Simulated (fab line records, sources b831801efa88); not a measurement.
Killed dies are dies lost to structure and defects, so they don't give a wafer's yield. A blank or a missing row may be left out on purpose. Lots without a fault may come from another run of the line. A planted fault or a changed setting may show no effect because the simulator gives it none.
Which tool did it? | flow gf180mcu | 12 lots, 36 wafers sampled, at 5 steps of a route of 602

WHAT THE GAUGES READ, wafer by wafer
GF_NSD_CD_MEAS_07: target cd 400 nm.
lot  | measured     | on        | cd_nm (nm)
L951 | day 13 02:55 | cd_sem-02 | 396.5 397.9 397.8
L953 | day 13 22:07 | cd_sem-02 | 395.3 395.3 396.3
L954 | day 14 05:28 | cd_sem-02 | 400.2 399.5 397.1
L956 | day 15 02:35 | cd_sem-01 | 401.9 399.2 399.6
L958 | day 15 17:14 | cd_sem-02 | 397.1 397.1 398.1
L959 | day 16 01:44 | cd_sem-01 | 405.3 407.9 406.4
L960 | day 16 11:33 | cd_sem-02 | 396.5 398.4 398.8
L966 | day 18 16:53 | cd_sem-02 | 399.6 399.9 401.6
L967 | day 19 00:37 | cd_sem-02 | 398.9 398.3 398.3
L968 | day 19 13:53 | cd_sem-01 | 401.2 399.8 401.1
L972 | day 20 17:10 | cd_sem-02 | 398.4 399.7 399.4
L973 | day 21 02:02 | cd_sem-02 | 401.9 403.1 403.2

GF_SALICIDE_RS_MEAS_04: measures by four-point-probe.
lot  | measured     | on            | SALICIDE_TIN_RS (ohm/sq)
L951 | day 14 21:08 | film_metro-04 | 16.5 16.5 16.1
L953 | day 15 17:43 | film_metro-04 | 16.2 16.2 16.2
L954 | day 16 01:34 | film_metro-03 | 16.4 16.5 16.0
L956 | day 17 00:41 | film_metro-01 | 16.1 16.0 16.0
L958 | day 17 15:17 | film_metro-01 | 16.4 16.3 16.7
L959 | day 18 00:23 | film_metro-03 | 16.8 16.7 17.0
L960 | day 18 11:32 | film_metro-04 | 16.5 16.5 16.7
L966 | day 20 18:56 | film_metro-04 | 15.9 15.9 15.9
L967 | day 21 02:24 | film_metro-04 | 16.2 13.4 16.0
L968 | day 21 15:35 | film_metro-01 | 16.5 16.6 13.6
L972 | day 22 18:34 | film_metro-01 | 16.5 16.4 16.5
L973 | day 23 02:06 | film_metro-03 | 16.4 15.8 16.4

GF_SALICIDE_THK_MEAS_05: measures by xrf.
lot  | measured     | on            | SALICIDE_TIN_THK (nm)
L951 | day 14 21:15 | film_metro-04 | 20.0 20.1 20.2
L953 | day 15 17:50 | film_metro-04 | 19.4 19.6 19.4
L954 | day 16 01:41 | film_metro-03 | 19.8 19.6 19.6
L956 | day 17 00:47 | film_metro-01 | 20.4 20.2 20.3
L958 | day 17 15:23 | film_metro-01 | 19.9 19.9 20.0
L959 | day 18 00:29 | film_metro-03 | 19.3 19.2 19.4
L960 | day 18 11:38 | film_metro-04 | 20.2 20.5 19.9
L966 | day 20 19:02 | film_metro-04 | 19.6 19.6 19.5
L967 | day 21 02:31 | film_metro-04 | 19.7 31.0 19.5
L968 | day 21 15:41 | film_metro-01 | 20.1 20.1 31.9
L972 | day 22 18:40 | film_metro-01 | 20.0 19.6 20.1
L973 | day 23 02:13 | film_metro-03 | 20.1 20.0 20.0

WHICH TOOL RAN EACH LOT (tool, then ch and the chambers of the sampled wafers, then the start)
lot  | GF_SALICIDE_SPUTTER_02       | GF_SALICIDE_SPUTTER_03
L951 | pvd_sputter-01, day 14 21:05 | pvd_sputter-01, day 14 21:06
L953 | pvd_sputter-04, day 15 17:40 | pvd_sputter-04, day 15 17:41
L954 | pvd_sputter-02, day 16 01:31 | pvd_sputter-02, day 16 01:32
L956 | pvd_sputter-01, day 17 00:37 | pvd_sputter-01, day 17 00:38
L958 | pvd_sputter-01, day 17 15:12 | pvd_sputter-01, day 17 15:14
L959 | pvd_sputter-04, day 18 00:18 | pvd_sputter-04, day 18 00:20
L960 | pvd_sputter-01, day 18 11:27 | pvd_sputter-01, day 18 11:29
L966 | pvd_sputter-02, day 20 18:52 | pvd_sputter-02, day 20 18:53
L967 | pvd_sputter-01, day 21 02:20 | pvd_sputter-01, day 21 02:22
L968 | pvd_sputter-01, day 21 15:30 | pvd_sputter-01, day 21 15:32
L972 | pvd_sputter-04, day 22 18:28 | pvd_sputter-04, day 22 18:29
L973 | pvd_sputter-02, day 23 02:01 | pvd_sputter-02, day 23 02:03
- GF_SALICIDE_SPUTTER_02: material Co, target thk 10 nm, time 20 s.
- GF_SALICIDE_SPUTTER_03: material TiN, target thk 20 nm, time 16.7 s.

WHAT THE TOOLS THEMSELVES READ (means of the sampled wafers that have a number; where no wafer has one, the mark that the record gives instead)
GF_SALICIDE_SPUTTER_02.
lot  | tool           | cathode_dc_power_W (W) | throttle_valve_pct (%)
L951 | pvd_sputter-01 | 999.93                 | 30.1
L953 | pvd_sputter-04 | 999.83                 | 29.8
L954 | pvd_sputter-02 | 1000.05                | 30.2
L956 | pvd_sputter-01 | 999.81                 | 30.4
L958 | pvd_sputter-01 | 1000.05                | 29.9
L959 | pvd_sputter-04 | 999.88                 | 30.2
L960 | pvd_sputter-01 | 999.73                 | 29.8
L966 | pvd_sputter-02 | 999.94                 | 29.6
L967 | pvd_sputter-01 | 999.94                 | 30.4
L968 | pvd_sputter-01 | 999.82                 | 30.1
L972 | pvd_sputter-04 | 999.95                 | 29.2
L973 | pvd_sputter-02 | 999.94                 | 29.6

GF_SALICIDE_SPUTTER_03.
lot  | tool           | cathode_dc_power_W (W) | throttle_valve_pct (%)
L951 | pvd_sputter-01 | 6499.7                 | 30.3
L953 | pvd_sputter-04 | 6499.2                 | 29.8
L954 | pvd_sputter-02 | 6500.5                 | 30.4
L956 | pvd_sputter-01 | 6500.1                 | 30.4
L958 | pvd_sputter-01 | 6499.5                 | 29.7
L959 | pvd_sputter-04 | 6500.8                 | 30.2
L960 | pvd_sputter-01 | 6499.5                 | 30.0
L966 | pvd_sputter-02 | 6498.2                 | 29.4
L967 | pvd_sputter-01 | 7760.9                 | 30.4
L968 | pvd_sputter-01 | 7761.5                 | 30.5
L972 | pvd_sputter-04 | 6499.1                 | 29.4
L973 | pvd_sputter-02 | 6500.6                 | 29.6

THE ANSWER, worked out from the rows above alone
Rule: what is usual is taken from the lots themselves. Put in order of their means at a reading, lots are off if they are a third of the lots or fewer, leave a main group of 4 or more, and stand apart from it by a gap of 3 or more times the standard deviation of the main group's means; of several such gaps the widest counts. A main group whose means are all the same, to the digits that the tables above print for the reading, isn't used. A lot without any number at a reading at which 4 lots or more have one is off too. The other lots that the step has rows for count as sound. The gauges are gone through in route order, then the tools' own readings, and for those a lot's mean is taken as printed above. The first step at which some lot is off is used, and at that step the reading that is off furthest; a lot without a number counts as furthest.
Off: L967, L968, at GF_SALICIDE_THK_MEAS_05 (SALICIDE_TIN_THK). The main group: mean 19.8 nm, standard deviation 0.32.
A tool fits if, at a process step before that reading, it ran every lot that is off, and no sound lot after the first of them. The gauges at GF_SALICIDE_THK_MEAS_05 aren't tried: what is off there is off at GF_SALICIDE_SPUTTER_03 too, on other tools, and a gauge's error can't cause that. One fits: pvd_sputter-01 at GF_SALICIDE_SPUTTER_02 and GF_SALICIDE_SPUTTER_03. At GF_SALICIDE_SPUTTER_02 its last sound lot is L960 (day 18 11:27), its first lot that is off L967 (day 21 02:20): a fault that began between those two fits.

WHAT THE SIMULATOR HAD PUT IN
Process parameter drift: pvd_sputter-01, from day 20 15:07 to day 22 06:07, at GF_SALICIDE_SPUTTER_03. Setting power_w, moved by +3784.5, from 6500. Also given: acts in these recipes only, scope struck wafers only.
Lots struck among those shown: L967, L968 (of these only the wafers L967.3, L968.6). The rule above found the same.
